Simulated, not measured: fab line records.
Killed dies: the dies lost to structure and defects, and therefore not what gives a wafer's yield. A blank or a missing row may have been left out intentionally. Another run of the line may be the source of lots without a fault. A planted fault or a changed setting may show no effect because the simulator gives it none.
fab line records -- flow gf180mcu
record lots=24, wafers=72, lastDay=34
route steps=602 shown STI@23 SALICIDE@280 V1@350
lots that met no fault: taken from a fault-free run of the same line
startH: start of the lot's first displayed wafer, in hours after the record's first day -- waitH: hours since the lot's step before -- " repeats the value in the row above -- L1.1+2: several wafers, shown together as one row -- - value missing, or start not given -- * or withheld: withheld -- < > ~ a bound
route shown NAME@n: names a module that has steps shown in the file, with the first one's number in the route -- usual: mean and standard deviation over wafers with no fault -- same: alike in all rows -- chamber/n: place in a boat -- sites: per-site readings -- _std_site: the standard deviation of these -- _edge_site: the outer-site mean with the inner-site mean subtracted -- radiusMm: for every site, how far away it sits from the centre of the wafer -- mask NAME#n: copy n -- behind: the last tool/chamber to shape the wafer -- hold: the reason the lot was held/the length of the hold in hours/how it ended -- device: the n, p or np transistor that did not switch -- end of line: the route-end tests of the same wafers -- a step with no rows: only its recipe -- killed: dies that structure and defects cost at the first sort, which is not the same as the wafer's yield -- map: dies across one wafer; x = killed, . = not, _ = none there
set.NAME: the setting that was run; set.NAME@STEP: the one run at that earlier step -- model.NAME: the simulator's own value behind a step, which no gauge read
a sample of lots followed through the steps of the route, with each step as a table and each wafer as a row
services: when a tool's chamber went out of use (startH, in hours from the record's first day, below 0 if earlier), for how many hours, and the reason
## steps
# step GF_STI_THK_MEAS_22
# recipe reads=SiO2_of_STI_OXIDATION_21
# usual STI_OXIDATION_01_THK=15.0/0.3
lot.wafer,tool,chamber,startH,waitH,STI_OXIDATION_01_THK[nm]
L074.1,filmMetro-03,-,27.64,0.0,14.9
L074.5,filmMetro-03,-,27.64,0.0,14.9
L074.6,filmMetro-03,-,27.64,0.0,14.8
L075.2,filmMetro-03,-,32.02,0.0,15.3
L075.4,filmMetro-03,-,32.02,0.0,15.7
L075.6,filmMetro-03,-,32.02,0.0,15.2
L076.1,filmMetro-02,-,38.62,0.0,15.1
L076.4,filmMetro-02,-,38.62,0.0,15.1
L076.5,filmMetro-02,-,38.62,0.0,15.0
L077.3,filmMetro-02,-,44.05,0.0,14.9
L077.4,filmMetro-02,-,44.05,0.0,14.9
L077.6,filmMetro-02,-,44.05,0.0,15.2
L078.2,filmMetro-03,-,47.65,0.0,14.6
L078.3,filmMetro-03,-,47.65,0.0,14.8
L078.5,filmMetro-03,-,47.65,0.0,14.7
L079.3,filmMetro-02,-,53.23,0.0,15.4
L079.4,filmMetro-02,-,53.23,0.0,15.4
L079.6,filmMetro-02,-,53.23,0.0,15.7
L080.4,filmMetro-03,-,58.12,0.0,15.0
L080.5,filmMetro-03,-,58.12,0.0,15.1
L080.6,filmMetro-03,-,58.12,0.0,15.1
L081.2,filmMetro-03,-,64.57,0.0,14.9
L081.4,filmMetro-03,-,64.57,0.0,14.9
L081.5,filmMetro-03,-,64.57,0.0,15.0
L082.4,filmMetro-02,-,68.13,0.0,15.1
L082.5,filmMetro-02,-,68.13,0.0,15.3
L082.6,filmMetro-02,-,68.13,0.0,15.2
L083.4,filmMetro-02,-,72.69,0.0,14.9
L083.5,filmMetro-02,-,72.69,0.0,15.1
L083.6,filmMetro-02,-,72.69,0.0,15.1
L084.1,filmMetro-04,-,79.57,0.0,14.8
L084.3,filmMetro-04,-,79.57,0.0,15.1
L084.4,filmMetro-04,-,79.57,0.0,15.2
L085.1,filmMetro-02,-,87.74,0.0,15.2
L085.3,filmMetro-02,-,87.74,0.0,15.5
L085.5,filmMetro-02,-,87.74,0.0,15.5
L086.4,filmMetro-03,-,93.34,0.0,15.2
L086.5,filmMetro-03,-,93.34,0.0,14.9
L086.6,filmMetro-03,-,93.34,0.0,14.9
L087.3,filmMetro-02,-,98.69,0.0,15.2
L087.4,filmMetro-02,-,98.69,0.0,15.1
L087.5,filmMetro-02,-,98.69,0.0,15.3
L088.2,filmMetro-02,-,105.40,0.0,15.2
L088.3,filmMetro-02,-,105.40,0.0,15.0
L088.5,filmMetro-02,-,105.40,0.0,14.9
L089.1,filmMetro-02,-,109.09,0.0,14.6
L089.2,filmMetro-02,-,109.09,0.0,14.8
L089.3,filmMetro-02,-,109.09,0.0,15.0
L090.1,filmMetro-02,-,113.72,0.0,15.0
L090.4,filmMetro-02,-,113.72,0.0,15.2
L090.6,filmMetro-02,-,113.72,0.0,15.2
L092.1,filmMetro-02,-,120.88,0.0,15.1
L092.4,filmMetro-02,-,120.88,0.0,15.1
L092.6,filmMetro-02,-,120.88,0.0,15.1
L091.3,filmMetro-02,-,121.10,0.0,14.6
L091.4,filmMetro-02,-,121.10,0.0,14.6
L091.6,filmMetro-02,-,121.10,0.0,14.4
L093.3,filmMetro-03,-,126.06,0.0,15.1
L093.4,filmMetro-03,-,126.06,0.0,15.3
L093.6,filmMetro-03,-,126.06,0.0,15.1
L094.1,filmMetro-04,-,130.11,0.0,15.2
L094.2,filmMetro-04,-,130.11,0.0,15.0
L094.4,filmMetro-04,-,130.11,0.0,15.0
L095.2,filmMetro-04,-,135.93,0.0,14.4
L095.5,filmMetro-04,-,135.93,0.0,15.0
L095.6,filmMetro-04,-,135.93,0.0,14.8
L096.3,filmMetro-04,-,141.75,0.0,14.8
L096.4,filmMetro-04,-,141.75,0.0,14.7
L096.6,filmMetro-04,-,141.75,0.0,14.7
L097.3,filmMetro-02,-,145.96,0.0,14.4
L097.4,filmMetro-02,-,145.96,0.0,14.5
L097.5,filmMetro-02,-,145.96,0.0,14.6
# step GF_SALICIDE_SPUTTER_02
# recipe material=Co, targetThkNm=10, powerW=1000, timeS=20, chamberPressurePa=0.4
# usual chamberPressurePa=0.3999/0.00082, throttleValvePct=30.1/1.2
lot.wafer,tool,chamber,startH,waitH,chamberPressurePa,throttleValvePct
L074.1,pvdSputter-02,-,338.96,0.0,0.3999,29.5
L074.5,pvdSputter-02,-,338.96,0.0,0.4004,31.4
L074.6,pvdSputter-02,-,338.96,0.0,0.3994,29.6
L075.2,pvdSputter-04,-,343.03,0.0,0.3999,30.2
L075.4,pvdSputter-04,-,343.03,0.0,0.4012,29.6
L075.6,pvdSputter-04,-,343.03,0.0,0.4012,30.2
L076.1,pvdSputter-03,-,353.00,0.0,0.4005,30.0
L076.4,pvdSputter-03,-,353.00,0.0,0.3998,30.3
L076.5,pvdSputter-03,-,353.00,0.0,0.4000,30.1
L077.3,pvdSputter-02,-,360.88,0.0,0.4018,31.3
L077.4,pvdSputter-02,-,360.88,0.0,0.3995,29.5
L077.6,pvdSputter-02,-,360.88,0.0,0.3998,31.6
L078.2,pvdSputter-04,-,371.91,0.0,0.3991,32.0
L078.3,pvdSputter-04,-,371.91,0.0,0.3991,29.5
L078.5,pvdSputter-04,-,371.91,0.0,0.3996,30.1
L079.3,pvdSputter-04,-,386.95,0.0,0.3987,29.3
L079.4,pvdSputter-04,-,386.95,0.0,0.3988,30.2
L079.6,pvdSputter-04,-,386.95,0.0,0.3998,30.2
L080.4,pvdSputter-03,-,393.55,0.0,0.3999,27.6
L080.5,pvdSputter-03,-,393.55,0.0,0.4000,30.7
L080.6,pvdSputter-03,-,393.55,0.0,0.3995,27.6
L081.2,pvdSputter-04,-,404.65,0.0,0.4009,31.9
L081.4,pvdSputter-04,-,404.65,0.0,0.4004,30.2
L081.5,pvdSputter-04,-,404.65,0.0,0.3992,30.3
L082.4,pvdSputter-04,-,410.15,0.0,0.4001,29.5
L082.5,pvdSputter-04,-,410.15,0.0,0.4005,29.6
L082.6,pvdSputter-04,-,410.15,0.0,0.4002,31.6
L083.4,pvdSputter-03,-,416.41,0.0,0.3998,29.9
L083.5,pvdSputter-03,-,416.41,0.0,0.4016,27.4
L083.6,pvdSputter-03,-,416.41,0.0,0.4008,30.7
L084.1,pvdSputter-04,-,431.60,0.0,0.3992,31.7
L084.3,pvdSputter-04,-,431.60,0.0,0.4011,30.1
L084.4,pvdSputter-04,-,431.60,0.0,0.4009,30.2
L085.1,pvdSputter-02,-,448.24,0.0,0.3983,28.0
L085.3,pvdSputter-02,-,448.24,0.0,0.4007,29.8
L085.5,pvdSputter-02,-,448.24,0.0,0.3989,31.6
L086.4,pvdSputter-02,-,460.55,0.0,0.4000,31.6
L086.5,pvdSputter-02,-,460.55,0.0,0.4011,29.7
L086.6,pvdSputter-02,-,460.55,0.0,0.4001,31.7
L087.3,pvdSputter-04,-,464.21,0.0,0.3997,30.5
L087.4,pvdSputter-04,-,464.21,0.0,0.3999,29.3
L087.5,pvdSputter-04,-,464.21,0.0,0.3998,31.4
L088.2,pvdSputter-04,-,468.80,0.0,0.4005,30.4
L088.3,pvdSputter-04,-,468.80,0.0,0.4000,29.3
L088.5,pvdSputter-04,-,468.80,0.0,0.4008,31.5
L089.1,pvdSputter-03,-,479.30,0.0,0.4003,30.1
L089.2,pvdSputter-03,-,479.30,0.0,0.4008,30.6
L089.3,pvdSputter-03,-,479.30,0.0,0.3983,30.3
L090.1,pvdSputter-02,-,483.34,0.0,0.3994,31.3
L090.4,pvdSputter-02,-,483.34,0.0,0.4006,28.5
L090.6,pvdSputter-02,-,483.34,0.0,0.3984,31.4
L091.3,pvdSputter-04,-,495.56,0.0,0.3999,30.2
L091.4,pvdSputter-04,-,495.56,0.0,0.4009,29.7
L091.6,pvdSputter-04,-,495.56,0.0,0.3991,31.5
L092.1,pvdSputter-03,-,499.85,0.0,0.3999,27.4
L092.4,pvdSputter-03,-,499.85,0.0,0.4002,30.0
L092.6,pvdSputter-03,-,499.85,0.0,0.3987,31.0
L093.3,pvdSputter-04,-,500.72,0.0,0.3986,29.7
L093.4,pvdSputter-04,-,500.72,0.0,0.3998,29.4
L093.6,pvdSputter-04,-,500.72,0.0,0.4003,30.3
L094.1,pvdSputter-03,-,509.41,0.0,0.4005,30.0
L094.2,pvdSputter-03,-,509.41,0.0,0.3999,27.7
L094.4,pvdSputter-03,-,509.41,0.0,0.3987,30.2
L095.2,pvdSputter-03,-,514.61,0.0,0.4000,30.3
L095.5,pvdSputter-03,-,514.61,0.0,0.3997,27.4
L095.6,pvdSputter-03,-,514.61,0.0,0.3993,30.4
L096.3,pvdSputter-04,-,525.10,0.0,0.4000,30.3
L096.4,pvdSputter-04,-,525.10,0.0,0.4009,29.4
L096.6,pvdSputter-04,-,525.10,0.0,0.3994,30.2
L097.3,pvdSputter-04,-,530.66,0.0,0.4003,29.2
L097.4,pvdSputter-04,-,530.66,0.0,0.4005,29.4
L097.5,pvdSputter-04,-,530.66,0.0,0.4010,29.4
# step GF_SALICIDE_RTA_08
# recipe tempC=800, timeS=30, ambient=N2
# usual lampPowerPct=16.1/0.75, wafer_temp_C_max=803.5/1.3
lot.wafer,tool,chamber,startH,waitH,lampPowerPct,wafer_temp_C_max
L074.1,rtpAnneal-01,0,339.40,0.0,17.1,804.9
L074.5,rtpAnneal-01,0,339.40,0.0,17.1,805.7
L074.6,rtpAnneal-01,0,339.40,0.0,17.1,806.2
L075.2,rtpAnneal-02,0,343.48,0.0,15.6,802.8
L075.4,rtpAnneal-02,0,343.48,0.0,15.6,803.0
L075.6,rtpAnneal-02,0,343.48,0.0,15.6,803.4
L076.1,rtpAnneal-01,0,353.43,0.0,17.1,805.7
L076.4,rtpAnneal-01,0,353.43,0.0,17.1,805.3
L076.5,rtpAnneal-01,0,353.43,0.0,17.1,805.4
L077.3,rtpAnneal-01,0,361.34,0.0,17.1,806.2
L077.4,rtpAnneal-01,0,361.34,0.0,17.1,804.4
L077.6,rtpAnneal-01,0,361.34,0.0,17.1,805.7
L078.2,rtpAnneal-01,0,372.35,0.0,17.1,804.1
L078.3,rtpAnneal-01,0,372.35,0.0,17.1,804.8
L078.5,rtpAnneal-01,0,372.35,0.0,17.1,806.2
L079.3,rtpAnneal-02,0,387.44,0.1,15.5,802.1
L079.4,rtpAnneal-02,0,387.44,0.1,15.6,802.7
L079.6,rtpAnneal-02,0,387.44,0.1,15.5,802.6
L080.4,rtpAnneal-01,0,394.02,0.1,17.1,805.6
L080.5,rtpAnneal-01,0,394.02,0.1,17.1,803.6
L080.6,rtpAnneal-01,0,394.02,0.1,17.1,805.7
L081.2,rtpAnneal-02,0,405.09,0.0,15.6,802.9
L081.4,rtpAnneal-02,0,405.09,0.0,15.6,802.7
L081.5,rtpAnneal-02,0,405.09,0.0,15.6,803.6
L082.4,rtpAnneal-01,0,410.63,0.1,17.1,805.2
L082.5,rtpAnneal-01,0,410.63,0.1,17.1,805.4
L082.6,rtpAnneal-01,0,410.63,0.1,17.1,803.7
L083.4,rtpAnneal-02,0,416.89,0.1,15.5,803.0
L083.5,rtpAnneal-02,0,416.89,0.1,15.6,802.6
L083.6,rtpAnneal-02,0,416.89,0.1,15.5,802.3
L084.1,rtpAnneal-02,0,432.02,0.0,15.6,802.1
L084.3,rtpAnneal-02,0,432.02,0.0,15.5,801.6
L084.4,rtpAnneal-02,0,432.02,0.0,15.6,803.3
L085.1,rtpAnneal-02,0,448.67,0.0,15.6,802.0
L085.3,rtpAnneal-02,0,448.67,0.0,15.6,802.1
L085.5,rtpAnneal-02,0,448.67,0.0,15.5,802.3
L086.4,rtpAnneal-02,0,461.03,0.1,15.5,802.8
L086.5,rtpAnneal-02,0,461.03,0.1,15.5,801.9
L086.6,rtpAnneal-02,0,461.03,0.1,15.6,803.5
L087.3,rtpAnneal-02,0,464.68,0.0,15.6,802.6
L087.4,rtpAnneal-02,0,464.68,0.0,15.6,802.6
L087.5,rtpAnneal-02,0,464.68,0.0,15.5,802.6
L088.2,rtpAnneal-02,0,469.25,0.0,15.5,802.3
L088.3,rtpAnneal-02,0,469.25,0.0,15.6,803.3
L088.5,rtpAnneal-02,0,469.25,0.0,15.5,803.3
L089.1,rtpAnneal-01,0,479.73,0.0,17.1,804.7
L089.2,rtpAnneal-01,0,479.73,0.0,17.1,805.3
L089.3,rtpAnneal-01,0,479.73,0.0,17.1,805.1
L090.1,rtpAnneal-02,0,483.76,0.0,15.5,801.9
L090.4,rtpAnneal-02,0,483.76,0.0,15.6,802.3
L090.6,rtpAnneal-02,0,483.76,0.0,15.6,802.8
L091.3,rtpAnneal-01,0,496.02,0.0,17.1,803.2
L091.4,rtpAnneal-01,0,496.02,0.0,17.1,804.0
L091.6,rtpAnneal-01,0,496.02,0.0,17.1,805.1
L092.1,rtpAnneal-02,0,500.29,0.0,15.5,802.3
L092.4,rtpAnneal-02,0,500.29,0.0,15.5,803.2
L092.6,rtpAnneal-02,0,500.29,0.0,15.5,801.6
L093.3,rtpAnneal-01,0,501.18,0.0,17.1,805.5
L093.4,rtpAnneal-01,0,501.18,0.0,17.1,803.3
L093.6,rtpAnneal-01,0,501.18,0.0,17.1,804.4
L094.1,rtpAnneal-02,0,509.84,0.0,15.5,802.7
L094.2,rtpAnneal-02,0,509.84,0.0,15.5,802.2
L094.4,rtpAnneal-02,0,509.84,0.0,15.5,802.7
L095.2,rtpAnneal-02,0,515.05,0.0,15.6,803.2
L095.5,rtpAnneal-02,0,515.05,0.0,15.6,802.4
L095.6,rtpAnneal-02,0,515.05,0.0,15.5,801.8
L096.3,rtpAnneal-02,0,525.56,0.0,15.6,802.4
L096.4,rtpAnneal-02,0,525.56,0.0,15.5,803.0
L096.6,rtpAnneal-02,0,525.56,0.0,15.5,803.0
L097.3,rtpAnneal-02,0,531.13,0.0,15.6,803.0
L097.4,rtpAnneal-02,0,531.13,0.0,15.5,801.9
L097.5,rtpAnneal-02,0,531.13,0.0,15.5,803.2
# step GF_V1_OVL_MEAS_15
# usual V1_OVL=0/5.5
lot.wafer,tool,chamber,startH,waitH,V1_OVL[nm]
L074.1,overlay-02,-,410.13,0.1,-9
L074.5,overlay-02,-,410.13,0.1,4
L074.6,overlay-02,-,410.13,0.1,0
L075.2,overlay-01,-,414.36,0.1,5
L075.4,overlay-01,-,414.36,0.1,9
L075.6,overlay-01,-,414.36,0.1,6
L076.1,overlay-02,-,425.96,0.1,12
L076.4,overlay-02,-,425.96,0.1,6
L076.5,overlay-02,-,425.96,0.1,10
L077.3,overlay-02,-,432.89,0.1,-3
L077.4,overlay-02,-,432.89,0.1,-8
L077.6,overlay-02,-,432.89,0.1,3
L078.2,overlay-02,-,445.68,0.1,4
L078.3,overlay-02,-,445.68,0.1,6
L078.5,overlay-02,-,445.68,0.1,1
L079.3,overlay-02,-,462.04,0.1,5
L079.4,overlay-02,-,462.04,0.1,4
L079.6,overlay-02,-,462.04,0.1,-1
L080.4,overlay-02,-,469.69,0.1,10
L080.5,overlay-02,-,469.69,0.1,8
L080.6,overlay-02,-,469.69,0.1,8
L081.2,overlay-02,-,480.98,0.1,-8
L081.4,overlay-02,-,480.98,0.1,-10
L081.5,overlay-02,-,480.98,0.1,-10
L082.4,overlay-02,-,485.67,0.1,-5
L082.5,overlay-02,-,485.67,0.1,2
L082.6,overlay-02,-,485.67,0.1,-7
L083.4,overlay-01,-,493.37,0.1,-5
L083.5,overlay-01,-,493.37,0.1,1
L083.6,overlay-01,-,493.37,0.1,3
L084.1,overlay-02,-,506.67,0.1,-2
L084.3,overlay-02,-,506.67,0.1,-5
L084.4,overlay-02,-,506.67,0.1,0
L085.1,overlay-02,-,523.67,0.1,2
L085.3,overlay-02,-,523.67,0.1,-3
L085.5,overlay-02,-,523.67,0.1,-3
L086.4,overlay-01,-,535.89,0.1,8
L086.5,overlay-01,-,535.89,0.1,3
L086.6,overlay-01,-,535.89,0.1,7
L087.3,overlay-01,-,538.92,0.1,0
L087.4,overlay-01,-,538.92,0.1,2
L087.5,overlay-01,-,538.92,0.1,5
L088.2,overlay-02,-,542.16,0.1,3
L088.3,overlay-02,-,542.16,0.1,-3
L088.5,overlay-02,-,542.16,0.1,-1
L089.1,overlay-01,-,552.16,0.1,0
L089.2,overlay-01,-,552.16,0.1,-11
L089.3,overlay-01,-,552.16,0.1,1
L090.1,overlay-01,-,555.82,0.1,-2
L090.4,overlay-01,-,555.82,0.1,0
L090.6,overlay-01,-,555.82,0.1,-4
L091.3,overlay-02,-,567.18,0.1,-2
L091.4,overlay-02,-,567.18,0.1,-3
L091.6,overlay-02,-,567.18,0.1,-5
L092.1,overlay-01,-,571.86,0.1,-1
L092.4,overlay-01,-,571.86,0.1,-3
L092.6,overlay-01,-,571.86,0.1,-10
L093.3,overlay-02,-,573.43,0.1,2
L093.4,overlay-02,-,573.43,0.1,4
L093.6,overlay-02,-,573.43,0.1,6
L094.1,overlay-02,-,581.57,0.1,8
L094.2,overlay-02,-,581.57,0.1,4
L094.4,overlay-02,-,581.57,0.1,7
L095.2,overlay-01,-,586.06,0.1,1
L095.5,overlay-01,-,586.06,0.1,-1
L095.6,overlay-01,-,586.06,0.1,-7
L096.3,overlay-01,-,595.38,0.1,4
L096.4,overlay-01,-,595.38,0.1,-5
L096.6,overlay-01,-,595.38,0.1,-4
L097.3,overlay-01,-,600.67,0.1,-5
L097.4,overlay-01,-,600.67,0.1,-4
L097.5,overlay-01,-,600.67,0.1,-4
# step GF_V1_SPUTTER_22
# recipe material=TiN, targetThkNm=10, chamberPressurePa=5, powerW=4000, timeS=40
# usual chamberPressurePa=5.000/0.0089, throttleValvePct=30.0/1.4
lot.wafer,tool,chamber,startH,waitH,chamberPressurePa,throttleValvePct
L074.1,pvdSputter-01,-,410.88,0.0,4.986,29.3
L074.5,pvdSputter-01,-,410.88,0.0,5.009,32.4
L074.6,pvdSputter-01,-,410.88,0.0,5.002,28.6
L075.2,pvdSputter-01,-,415.12,0.0,5.000,32.1
L075.4,pvdSputter-01,-,415.12,0.0,5.008,28.8
L075.6,pvdSputter-01,-,415.12,0.0,5.005,32.5
L076.1,pvdSputter-02,-,426.72,0.0,4.991,29.4
L076.4,pvdSputter-02,-,426.72,0.0,4.997,28.2
L076.5,pvdSputter-02,-,426.72,0.0,5.002,31.3
L077.3,pvdSputter-01,-,433.98,0.0,4.990,32.5
L077.4,pvdSputter-01,-,433.98,0.0,5.007,28.9
L077.6,pvdSputter-01,-,433.98,0.0,5.002,28.9
L078.2,pvdSputter-01,-,446.43,0.0,5.018,32.2
L078.3,pvdSputter-01,-,446.43,0.0,5.001,29.8
L078.5,pvdSputter-01,-,446.43,0.0,4.991,30.0
L079.3,pvdSputter-03,-,462.81,0.0,5.002,30.4
L079.4,pvdSputter-03,-,462.81,0.0,5.004,30.1
L079.6,pvdSputter-03,-,462.81,0.0,4.991,30.4
L080.4,pvdSputter-03,-,470.44,0.0,4.999,30.5
L080.5,pvdSputter-03,-,470.44,0.0,5.003,30.7
L080.6,pvdSputter-03,-,470.44,0.0,5.001,29.8
L081.2,pvdSputter-01,-,481.74,0.0,5.009,32.5
L081.4,pvdSputter-01,-,481.74,0.0,4.999,30.1
L081.5,pvdSputter-01,-,481.74,0.0,4.988,32.3
L082.4,pvdSputter-01,-,486.44,0.0,5.005,28.6
L082.5,pvdSputter-01,-,486.44,0.0,5.001,29.8
L082.6,pvdSputter-01,-,486.44,0.0,4.997,32.2
L083.4,pvdSputter-03,-,494.12,0.0,5.005,27.5
L083.5,pvdSputter-03,-,494.12,0.0,4.993,30.3
L083.6,pvdSputter-03,-,494.12,0.0,5.004,30.3
L084.1,pvdSputter-01,-,507.43,0.0,4.998,30.2
L084.3,pvdSputter-01,-,507.43,0.0,4.997,28.9
L084.4,pvdSputter-01,-,507.43,0.0,4.985,32.3
L085.1,pvdSputter-03,-,524.43,0.0,4.997,29.9
L085.3,pvdSputter-03,-,524.43,0.0,5.027,30.8
L085.5,pvdSputter-03,-,524.43,0.0,5.004,27.8
L086.4,pvdSputter-01,-,536.64,0.0,5.007,30.2
L086.5,pvdSputter-01,-,536.64,0.0,5.022,32.3
L086.6,pvdSputter-01,-,536.64,0.0,4.992,28.6
L087.3,pvdSputter-02,-,539.67,0.0,5.004,28.2
L087.4,pvdSputter-02,-,539.67,0.0,5.003,31.3
L087.5,pvdSputter-02,-,539.67,0.0,5.002,31.4
L088.2,pvdSputter-02,-,542.92,0.0,4.995,31.8
L088.3,pvdSputter-02,-,542.92,0.0,5.005,30.0
L088.5,pvdSputter-02,-,542.92,0.0,5.003,29.4
L089.1,pvdSputter-02,-,552.92,0.0,5.008,29.9
L089.2,pvdSputter-02,-,552.92,0.0,4.994,31.3
L089.3,pvdSputter-02,-,552.92,0.0,4.989,31.6
L090.1,pvdSputter-02,-,556.58,0.0,4.985,31.5
L090.4,pvdSputter-02,-,556.58,0.0,4.995,29.6
L090.6,pvdSputter-02,-,556.58,0.0,5.016,31.6
L091.3,pvdSputter-01,-,567.93,0.0,4.993,29.7
L091.4,pvdSputter-01,-,567.93,0.0,5.000,28.6
L091.6,pvdSputter-01,-,567.93,0.0,5.002,32.2
L092.1,pvdSputter-01,-,572.61,0.0,4.993,29.2
L092.4,pvdSputter-01,-,572.61,0.0,5.000,29.0
L092.6,pvdSputter-01,-,572.61,0.0,5.007,29.2
L093.3,pvdSputter-03,-,574.21,0.0,5.008,30.3
L093.4,pvdSputter-03,-,574.21,0.0,5.000,29.9
L093.6,pvdSputter-03,-,574.21,0.0,5.004,27.7
L094.1,pvdSputter-03,-,582.44,0.0,4.991,30.7
L094.2,pvdSputter-03,-,582.44,0.0,5.007,30.3
L094.4,pvdSputter-03,-,582.44,0.0,5.004,30.2
L095.2,pvdSputter-01,-,586.85,0.0,5.012,28.8
L095.5,pvdSputter-01,-,586.85,0.0,5.007,29.3
L095.6,pvdSputter-01,-,586.85,0.0,4.988,32.4
L096.3,pvdSputter-01,-,596.16,0.0,4.998,29.0
L096.4,pvdSputter-01,-,596.16,0.0,5.003,29.6
L096.6,pvdSputter-01,-,596.16,0.0,4.994,32.1
L097.3,pvdSputter-03,-,601.41,0.0,5.009,29.8
L097.4,pvdSputter-03,-,601.41,0.0,5.002,30.3
L097.5,pvdSputter-03,-,601.41,0.0,5.000,30.2
# step GF_V1_RS_MEAS_24
# recipe thkMeasGauge=four-point-probe, reads=W_of_V1_CVD_23+TiN_of_V1_SPUTTER_22+Ti_of_V1_SPUTTER_21
# usual V1_W_RS=0.327/0.0037
lot.wafer,tool,chamber,startH,waitH,V1_W_RS[ohm/sq]
L074.1,filmMetro-03,-,411.04,0.1,0.323
L074.5,filmMetro-03,-,411.04,0.1,0.328
L074.6,filmMetro-03,-,411.04,0.1,0.322
L075.2,filmMetro-03,-,415.29,0.1,0.326
L075.4,filmMetro-03,-,415.29,0.1,0.323
L075.6,filmMetro-03,-,415.29,0.1,0.327
L076.1,filmMetro-02,-,426.87,0.1,0.328
L076.4,filmMetro-02,-,426.87,0.1,0.326
L076.5,filmMetro-02,-,426.87,0.1,0.328
L077.3,filmMetro-02,-,434.17,0.1,0.328
L077.4,filmMetro-02,-,434.17,0.1,0.332
L077.6,filmMetro-02,-,434.17,0.1,0.326
L078.2,filmMetro-03,-,446.60,0.1,0.331
L078.3,filmMetro-03,-,446.60,0.1,0.329
L078.5,filmMetro-03,-,446.60,0.1,0.331
L079.3,filmMetro-02,-,463.01,0.1,0.326
L079.4,filmMetro-02,-,463.01,0.1,0.328
L079.6,filmMetro-02,-,463.01,0.1,0.327
L080.4,filmMetro-02,-,470.65,0.1,0.328
L080.5,filmMetro-02,-,470.65,0.1,0.324
L080.6,filmMetro-02,-,470.65,0.1,0.330
L081.2,filmMetro-02,-,481.91,0.1,0.320
L081.4,filmMetro-02,-,481.91,0.1,0.317
L081.5,filmMetro-02,-,481.91,0.1,0.321
L082.4,filmMetro-04,-,486.63,0.1,0.331
L082.5,filmMetro-04,-,486.63,0.1,0.331
L082.6,filmMetro-04,-,486.63,0.1,0.325
L083.4,filmMetro-02,-,494.33,0.1,0.324
L083.5,filmMetro-02,-,494.33,0.1,0.324
L083.6,filmMetro-02,-,494.33,0.1,0.327
L084.1,filmMetro-04,-,507.58,0.1,0.326
L084.3,filmMetro-04,-,507.58,0.1,0.328
L084.4,filmMetro-04,-,507.58,0.1,0.326
L085.1,filmMetro-04,-,524.58,0.1,0.332
L085.3,filmMetro-04,-,524.58,0.1,0.330
L085.5,filmMetro-04,-,524.58,0.1,0.329
L086.4,filmMetro-02,-,536.85,0.1,0.326
L086.5,filmMetro-02,-,536.85,0.1,0.329
L086.6,filmMetro-02,-,536.85,0.1,0.329
L087.3,filmMetro-04,-,539.86,0.1,0.330
L087.4,filmMetro-04,-,539.86,0.1,0.333
L087.5,filmMetro-04,-,539.86,0.1,0.329
L088.2,filmMetro-04,-,543.09,0.1,0.332
L088.3,filmMetro-04,-,543.09,0.1,0.333
L088.5,filmMetro-04,-,543.09,0.1,0.328
L089.1,filmMetro-03,-,553.07,0.1,0.326
L089.2,filmMetro-03,-,553.07,0.1,0.326
L089.3,filmMetro-03,-,553.07,0.1,0.326
L090.1,filmMetro-03,-,556.73,0.1,0.328
L090.4,filmMetro-03,-,556.73,0.1,0.324
L090.6,filmMetro-03,-,556.73,0.1,0.323
L091.3,filmMetro-02,-,568.12,0.1,0.326
L091.4,filmMetro-02,-,568.12,0.1,0.324
L091.6,filmMetro-02,-,568.12,0.1,0.328
L092.1,filmMetro-04,-,572.77,0.1,0.322
L092.4,filmMetro-04,-,572.77,0.1,0.323
L092.6,filmMetro-04,-,572.77,0.1,0.321
L093.3,filmMetro-02,-,574.40,0.1,0.330
L093.4,filmMetro-02,-,574.40,0.1,0.328
L093.6,filmMetro-02,-,574.40,0.1,0.328
L094.1,filmMetro-03,-,582.59,0.1,0.332
L094.2,filmMetro-03,-,582.59,0.1,0.325
L094.4,filmMetro-03,-,582.59,0.1,0.322
L095.2,filmMetro-03,-,587.02,0.1,0.335
L095.5,filmMetro-03,-,587.02,0.1,0.331
L095.6,filmMetro-03,-,587.02,0.1,0.333
L096.3,filmMetro-03,-,596.36,0.1,0.320
L096.4,filmMetro-03,-,596.36,0.1,0.329
L096.6,filmMetro-03,-,596.36,0.1,0.324
L097.3,filmMetro-02,-,601.61,0.1,0.326
L097.4,filmMetro-02,-,601.61,0.1,0.329
L097.5,filmMetro-02,-,601.61,0.1,0.329
## services
tool,chamber,startH,hours,kind
pvdSputter-01,-,316.75,1.0,repair
pvdSputter-03,0,330.45,-,consumableReplace:kit
pvdSputter-03,0,330.45,18.0,scheduledDown
pvdSputter-03,0,330.45,18.0,ventCycle
pvdSputter-02,-,342.22,2.4,repair
pvdSputter-02,-,344.74,1.2,repair
pvdSputter-02,-,361.34,0.6,repair
pvdSputter-04,3,417.27,-,consumableReplace:kit
pvdSputter-04,3,417.27,18.0,scheduledDown
pvdSputter-04,3,417.27,18.0,ventCycle
pvdSputter-02,0,467.08,-,consumableReplace:kit
pvdSputter-02,0,467.08,18.0,scheduledDown
pvdSputter-02,0,467.08,18.0,ventCycle
pvdSputter-01,2,469.72,-,consumableReplace:kit
pvdSputter-01,2,469.72,18.0,scheduledDown
pvdSputter-01,2,469.72,18.0,ventCycle
pvdSputter-03,-,490.36,0.8,repair
rtpAnneal-02,-,593.77,4.1,pm
pvdSputter-04,2,597.02,-,consumableReplace:kit
pvdSputter-04,2,597.02,18.0,scheduledDown
pvdSputter-04,2,597.02,18.0,ventCycle
pvdSputter-01,-,598.81,3.0,repair
## key
fault none
